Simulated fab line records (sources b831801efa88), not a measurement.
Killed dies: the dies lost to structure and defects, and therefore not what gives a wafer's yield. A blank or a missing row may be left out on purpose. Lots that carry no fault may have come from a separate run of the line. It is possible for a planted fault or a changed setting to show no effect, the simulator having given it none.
Which tool was responsible? + flow sky130 + 24 lots with 72 wafers sampled at 5 steps, on a route of 708 steps

WHAT EACH GAUGE READ, for each wafer
SKY_VIA2_BOW_MEAS_03.
| lot  | measured     | on            | VIA2_BOW (um) |
|------|--------------|---------------|---------------|
| L074 | day 35 09:28 | film-metro-03 | 72 69 76      |
| L075 | day 35 15:47 | film-metro-04 | 88 88 90      |
| L076 | day 35 22:38 | film-metro-01 | 92 87 84      |
| L077 | day 36 03:34 | film-metro-04 | 86 70 87      |
| L078 | day 36 14:10 | film-metro-01 | 86 94 85      |
| L079 | day 36 20:38 | film-metro-03 | 87 83 80      |
| L080 | day 37 04:13 | film-metro-03 | 80 79 71      |
| L081 | day 37 15:57 | film-metro-03 | 83 75 83      |
| L082 | day 37 23:55 | film-metro-03 | 84 81 78      |
| L083 | day 38 12:14 | film-metro-03 | 95 82 89      |
| L084 | day 38 12:49 | film-metro-04 | 90 91 88      |
| L085 | day 38 19:35 | film-metro-03 | 86 81 75      |
| L086 | day 38 23:28 | film-metro-03 | 88 93 88      |
| L087 | day 39 04:42 | film-metro-04 | 84 74 68      |
| L088 | day 39 22:33 | film-metro-04 | 91 92 86      |
| L089 | day 40 08:43 | film-metro-03 | 83 80 75      |
| L090 | day 40 09:34 | film-metro-01 | 85 82 73      |
| L091 | day 40 15:10 | film-metro-03 | 79 87 63      |
| L092 | day 40 21:07 | film-metro-01 | 92 77 80      |
| L093 | day 41 01:49 | film-metro-01 | 90 75 87      |
| L094 | day 41 11:11 | film-metro-04 | 90 87 91      |
| L095 | day 41 12:26 | film-metro-01 | 86 91 85      |
| L096 | day 41 20:23 | film-metro-04 | 89 94 78      |
| L097 | day 41 21:40 | film-metro-03 | 81 94 89      |

SKY_VIA3_OVL_MEAS_13.
| lot  | measured     | on         | VIA3_OVL (nm) |
|------|--------------|------------|---------------|
| L074 | day 39 19:42 | overlay-02 | 3 5 -4        |
| L075 | day 40 00:44 | overlay-01 | -2 -4 -6      |
| L076 | day 40 08:59 | overlay-01 | 8 4 7         |
| L077 | day 40 12:42 | overlay-01 | 15 10 18      |
| L078 | day 40 23:40 | overlay-01 | -3 0 4        |
| L079 | day 41 04:26 | overlay-01 | 6 0 5         |
| L080 | day 41 12:04 | overlay-01 | 1 1 1         |
| L081 | day 41 20:46 | overlay-02 | 1 -3 -7       |
| L082 | day 42 05:25 | overlay-01 | 0 -2 -7       |
| L083 | day 42 17:50 | overlay-01 | -7 -4 4       |
| L084 | day 42 19:55 | overlay-01 | 0 0 11        |
| L085 | day 42 23:55 | overlay-01 | -7 0 -3       |
| L086 | day 43 03:29 | overlay-02 | -3 4 -3       |
| L087 | day 43 08:55 | overlay-02 | -3 -3 -2      |
| L088 | day 43 23:37 | overlay-01 | 8 7 8         |
| L089 | day 44 09:13 | overlay-02 | -5 3 -4       |
| L090 | day 44 11:11 | overlay-01 | -1 -7 1       |
| L091 | day 44 14:43 | overlay-01 | -3 -7 -2      |
| L092 | day 44 21:36 | overlay-02 | -6 1 -3       |
| L093 | day 45 02:17 | overlay-01 | 0 4 6         |
| L094 | day 45 10:11 | overlay-01 | -1 -3 -5      |
| L095 | day 45 11:01 | overlay-02 | 6 9 1         |
| L096 | day 45 17:23 | overlay-01 | 4 5 9         |
| L097 | day 45 18:23 | overlay-01 | -2 0 -6       |

WHICH TOOL RAN EACH LOT (tool, then ch and the chambers of the sampled wafers, then the start)
| lot  | SKY_CONTACT_STRIP_19                 | SKY_VIA2_CMP_02               | SKY_METAL3_SPUTTER_04        |
|------|--------------------------------------|-------------------------------|------------------------------|
| L074 | plasma-asher-04 ch 0,1, day 31 18:42 | cmp-02 ch 0,1,3, day 35 09:19 | pvd-sputter-03, day 36 12:44 |
| L075 | plasma-asher-01 ch 0,1, day 32 01:20 | cmp-02 ch 0,2,3, day 35 15:27 | pvd-sputter-02, day 36 19:34 |
| L076 | plasma-asher-04 ch 0,1, day 32 08:32 | cmp-01 ch 1,2, day 35 22:19   | pvd-sputter-04, day 37 02:17 |
| L077 | plasma-asher-02 ch 0,1, day 32 13:26 | cmp-01 ch 1,2,3, day 36 03:16 | pvd-sputter-04, day 37 07:47 |
| L078 | plasma-asher-04 ch 0,1, day 33 01:14 | cmp-02 ch 0,1,2, day 36 13:52 | pvd-sputter-04, day 37 18:08 |
| L079 | plasma-asher-04 ch 0,1, day 33 07:02 | cmp-01 ch 0,1,3, day 36 20:26 | pvd-sputter-02, day 37 23:59 |
| L080 | plasma-asher-02 ch 0,1, day 33 15:21 | cmp-02 ch 0,2,3, day 37 03:58 | pvd-sputter-02, day 38 07:21 |
| L081 | plasma-asher-01 ch 0,1, day 34 02:57 | cmp-02 ch 0,1, day 37 15:38   | pvd-sputter-02, day 38 18:24 |
| L082 | plasma-asher-04 ch 0,1, day 34 11:33 | cmp-01 ch 0,2,3, day 37 23:37 | pvd-sputter-02, day 39 02:55 |
| L083 | plasma-asher-02 ch 0,1, day 34 23:09 | cmp-01 ch 1,3, day 38 11:56   | pvd-sputter-04, day 39 15:14 |
| L084 | plasma-asher-04 ch 0,1, day 35 00:07 | cmp-02 ch 0,1, day 38 12:28   | pvd-sputter-02, day 39 15:23 |
| L085 | plasma-asher-04 ch 0,1, day 35 08:14 | cmp-01 ch 0,1,2, day 38 19:17 | pvd-sputter-02, day 39 22:14 |
| L086 | plasma-asher-01 ch 0,1, day 35 12:00 | cmp-02 ch 0,2,3, day 38 23:14 | pvd-sputter-04, day 40 01:39 |
| L087 | plasma-asher-02 ch 0,1, day 35 17:27 | cmp-02 ch 0,1,3, day 39 04:24 | pvd-sputter-02, day 40 06:56 |
| L088 | plasma-asher-01 ch 0,1, day 36 11:00 | cmp-01 ch 1,2,3, day 39 22:15 | pvd-sputter-04, day 41 00:43 |
| L089 | plasma-asher-01 ch 0,1, day 36 22:14 | cmp-02 ch 0,1,2, day 40 08:28 | pvd-sputter-04, day 41 10:59 |
| L090 | plasma-asher-02 ch 0,1, day 36 22:56 | cmp-02 ch 0,3, day 40 09:13   | pvd-sputter-04, day 41 11:49 |
| L091 | plasma-asher-04 ch 0,1, day 37 06:47 | cmp-02 ch 1,2, day 40 14:52   | pvd-sputter-03, day 41 16:52 |
| L092 | plasma-asher-04 ch 0,1, day 37 13:43 | cmp-02 ch 1,2,3, day 40 20:52 | pvd-sputter-04, day 41 22:47 |
| L093 | plasma-asher-02 ch 0,1, day 37 16:50 | cmp-01 ch 0,2,3, day 41 01:31 | pvd-sputter-03, day 42 02:50 |
| L094 | plasma-asher-04 ch 0,1, day 38 03:08 | cmp-02 ch 0,2,3, day 41 10:59 | pvd-sputter-03, day 42 11:50 |
| L095 | plasma-asher-01 ch 0,1, day 38 04:18 | cmp-02 ch 1,2, day 41 12:08   | pvd-sputter-04, day 42 13:35 |
| L096 | plasma-asher-04 ch 1, day 38 11:30   | cmp-02 ch 0,1,2, day 41 20:04 | pvd-sputter-04, day 42 21:14 |
| L097 | plasma-asher-02 ch 0,1, day 38 13:44 | cmp-01 ch 1,2, day 41 21:19   | pvd-sputter-03, day 42 21:47 |
- SKY_CONTACT_STRIP_19: strips in O2/N2.
- SKY_VIA2_CMP_02: polishes SiO2.
- SKY_METAL3_SPUTTER_04: material TiN, target thk 70 nm, time 58.3 s.

WHAT THE TOOLS THEMSELVES READ (means of the sampled wafers that have a number; where no wafer has one, the mark that the record gives instead)
SKY_CONTACT_STRIP_19.
| lot  | tool            | drypump-motor-current-A (A) | oes-product-au (a.u.) | strip-time-to-endpoint-s (s) |
|------|-----------------|-----------------------------|-----------------------|------------------------------|
| L074 | plasma-asher-04 | 5.2                         | 0.378                 | 3.604                        |
| L075 | plasma-asher-01 | 6.0                         | 0.387                 | 3.642                        |
| L076 | plasma-asher-04 | 5.1                         | 0.379                 | 3.616                        |
| L077 | plasma-asher-02 | 6.2                         | 0.374                 | 3.580                        |
| L078 | plasma-asher-04 | 5.1                         | 0.381                 | 3.633                        |
| L079 | plasma-asher-04 | 5.1                         | 0.381                 | 3.610                        |
| L080 | plasma-asher-02 | 6.3                         | 0.377                 | 3.606                        |
| L081 | plasma-asher-01 | 5.8                         | 0.382                 | 3.611                        |
| L082 | plasma-asher-04 | 5.1                         | 0.379                 | 3.643                        |
| L083 | plasma-asher-02 | 6.2                         | 0.389                 | 3.628                        |
| L084 | plasma-asher-04 | 5.3                         | 0.385                 | 3.637                        |
| L085 | plasma-asher-04 | 5.1                         | 0.379                 | 3.630                        |
| L086 | plasma-asher-01 | 5.7                         | 0.379                 | 3.599                        |
| L087 | plasma-asher-02 | 6.2                         | 0.386                 | 3.632                        |
| L088 | plasma-asher-01 | 5.7                         | 0.376                 | 3.609                        |
| L089 | plasma-asher-01 | 5.7                         | 0.375                 | 3.627                        |
| L090 | plasma-asher-02 | 6.3                         | 0.383                 | 3.624                        |
| L091 | plasma-asher-04 | 5.3                         | 0.385                 | 3.628                        |
| L092 | plasma-asher-04 | 5.3                         | 0.382                 | 3.607                        |
| L093 | plasma-asher-02 | 6.2                         | 0.385                 | 3.627                        |
| L094 | plasma-asher-04 | 5.3                         | 0.380                 | 3.647                        |
| L095 | plasma-asher-01 | 5.7                         | 0.380                 | 3.618                        |
| L096 | plasma-asher-04 | 5.4                         | 0.377                 | 3.594                        |
| L097 | plasma-asher-02 | 6.2                         | 0.380                 | 3.597                        |

SKY_VIA2_CMP_02.
| lot  | tool   | motor-current-A (A) |
|------|--------|---------------------|
| L074 | cmp-02 | 13.4                |
| L075 | cmp-02 | 12.0                |
| L076 | cmp-01 | 11.7                |
| L077 | cmp-01 | 11.0                |
| L078 | cmp-02 | 11.7                |
| L079 | cmp-01 | 12.0                |
| L080 | cmp-02 | 12.1                |
| L081 | cmp-02 | 11.8                |
| L082 | cmp-01 | 11.3                |
| L083 | cmp-01 | 11.4                |
| L084 | cmp-02 | 11.6                |
| L085 | cmp-01 | 11.6                |
| L086 | cmp-02 | 12.2                |
| L087 | cmp-02 | 12.7                |
| L088 | cmp-01 | 11.3                |
| L089 | cmp-02 | 11.7                |
| L090 | cmp-02 | 13.3                |
| L091 | cmp-02 | 12.3                |
| L092 | cmp-02 | 12.5                |
| L093 | cmp-01 | 10.9                |
| L094 | cmp-02 | 12.5                |
| L095 | cmp-02 | 12.6                |
| L096 | cmp-02 | 11.6                |
| L097 | cmp-01 | 11.8                |

SKY_METAL3_SPUTTER_04.
| lot  | tool           | throttle-valve-pct (%) |
|------|----------------|------------------------|
| L074 | pvd-sputter-03 | 32.0                   |
| L075 | pvd-sputter-02 | 30.6                   |
| L076 | pvd-sputter-04 | 30.3                   |
| L077 | pvd-sputter-04 | 30.2                   |
| L078 | pvd-sputter-04 | 30.1                   |
| L079 | pvd-sputter-02 | 30.3                   |
| L080 | pvd-sputter-02 | 31.2                   |
| L081 | pvd-sputter-02 | 30.3                   |
| L082 | pvd-sputter-02 | 30.7                   |
| L083 | pvd-sputter-04 | 30.7                   |
| L084 | pvd-sputter-02 | 31.4                   |
| L085 | pvd-sputter-02 | 30.8                   |
| L086 | pvd-sputter-04 | 30.1                   |
| L087 | pvd-sputter-02 | 31.0                   |
| L088 | pvd-sputter-04 | 30.3                   |
| L089 | pvd-sputter-04 | 29.8                   |
| L090 | pvd-sputter-04 | 30.9                   |
| L091 | pvd-sputter-03 | 30.5                   |
| L092 | pvd-sputter-04 | 30.6                   |
| L093 | pvd-sputter-03 | 30.1                   |
| L094 | pvd-sputter-03 | 31.7                   |
| L095 | pvd-sputter-04 | 30.1                   |
| L096 | pvd-sputter-04 | 30.2                   |
| L097 | pvd-sputter-03 | 31.3                   |

THE ANSWER, worked out from the rows above alone
Rule: what is usual is taken from the lots themselves. The widest of any qualifying gaps counts: lots, ordered by their means at a reading, are off when they make up no more than a third of the lots, leave a main group of 4 or more, and stand apart from it by 3 or more times the standard deviation of that group's means. A main group is skipped when, at the precision printed for the reading in the tables above, its means are all equal. Also off: a lot with no number at a reading for which 4 or more lots have one. The other lots that the step has rows for count as sound. First the gauges in route order, then the tools' own readings, where a lot's mean is used as printed above. The first step at which some lot is off is used, and at that step the reading that is off furthest; a lot without a number counts as furthest.
Across all readings shown, no lot is off: no conclusion can be drawn from this.

WHAT THE SIMULATOR PUT IN
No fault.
